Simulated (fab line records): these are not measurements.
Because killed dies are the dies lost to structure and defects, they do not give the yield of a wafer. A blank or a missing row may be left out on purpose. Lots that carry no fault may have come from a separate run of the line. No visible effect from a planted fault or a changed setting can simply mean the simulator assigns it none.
Code-filled problem report in 8D (eight disciplines) form / flow sky130 / the parts of the form that need people (team, actions taken, sign-off) are left out

== 1. PROBLEM STATEMENT ==
killed_at_front_end at SKY_PAD_OPEN_PROBE_99 reads a mean of 49 on 6 wafers of 2 lots; wafers without a fault read 15 with a standard deviation of 4.3. Measured from the usual mean, that is +7.9 standard deviations.
Seen first at day 50 03:50 on prober-02, wafer L567.1. The record has a number at this step for 42 wafers belonging to 14 lots. The rule behind "out" and "out of limits": a value lying over 4 standard deviations away from the usual mean. The other wafers with a number count as sound.

== 2. WHAT IT IS; WHAT IT IS NOT ==
question=which readings at this step | is=killed_at_front_end | is not=killed_at_M0_to_M3, killed_at_M4_up, killed_at_contacts, killed_at_other, killed_open, killed_short
question=which lots | is=L567, L569 | is not=L550, L551, L552, L553, L555, L556, L557, L559, L560, L563, L570, L572
question=which wafers of those lots | is=all that have a number | is not=-
question=read on which tools | is=prober-02 | is not=prober-01
question=when | is=from day 50 03:50 | is not=up to then (30 sound wafers); but 6 sound wafers of L570, L572 came after

== 3. WHAT RULES OUT EACH SUSPECT ==
Counting: any tool at a process step up to the reading is kept as a suspect provided that every lot that is out went through it and no sound lot did after the first of them.
- wet_bench-03 at SKY_SONOS_ONO_WET_ETCH_18 (etches Si3N4 in H3PO4, target depth 15 nm, time 172 s): kept. It ran every lot that is out, first L567 (day 19 00:37), and no sound lot after that; its last sound lot up to then is L563 (day 17 15:59).
- cmp-02 at SKY_VIA4_CMP_21 (polishes, stops on SiO2, t overpolish 25 s, target thk 0 nm): ruled out as a lasting fault. Sound lots L570, L572 ran on it after its first lot that is out, L567 (day 47 17:43).
- pecvd-03 at SKY_PASSIVATION_CVD_02 (deposits Si3N4, target thk 540 nm): ruled out as a lasting fault. Sound lots L570 ran on it after its first lot that is out, L567 (day 48 14:43).
- prober-02 at SKY_PAD_OPEN_PROBE_99: ruled out as a lasting fault. Sound lots L572 ran on it after its first lot that is out, L567 (day 50 03:50).
Remaining after the count: wet_bench-03 at SKY_SONOS_ONO_WET_ETCH_18.

== 4. THE CAUSE (what the simulator had put in) ==
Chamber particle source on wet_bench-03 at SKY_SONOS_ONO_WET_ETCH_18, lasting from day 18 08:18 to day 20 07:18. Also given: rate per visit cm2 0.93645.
After counting, this tool was the only one left.

== 5. SEQUENCE OF EFFECTS, ordered by route ==
Each row: a reading whose mean over the struck wafers that have a number lies more than 3 standard deviations from the usual. Only readings whose record carries a usual standard deviation are examined. hours: median over the lots of the time between each lot's start at the first step of this table that gives one and its start at this step. sigmas: the change, counted in usual standard deviations.
hours=0; step=SKY_PAD_OPEN_PROBE_99; reading=killed_at_front_end; usual=15; on struck wafers=49; change=+34; sigmas=+7.9
hours=0; step=SKY_PAD_OPEN_PROBE_99; reading=killed_dies; usual=86; on struck wafers=120; change=+34; sigmas=+3.4
Its process steps:
- SKY_PAD_OPEN_PROBE_99

== 6. WHAT WOULD HAVE CAUGHT IT SOONER ==
764 hours passed between the start of the fault at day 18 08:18 and the first reading out of limits in this record, taken at day 50 03:50.
By day 50 03:50 the whole set of lots that are out, 2 in number, had already begun SKY_SONOS_ONO_WET_ETCH_18 on wet_bench-03. A hold on the tool at that time would have spared none of them.
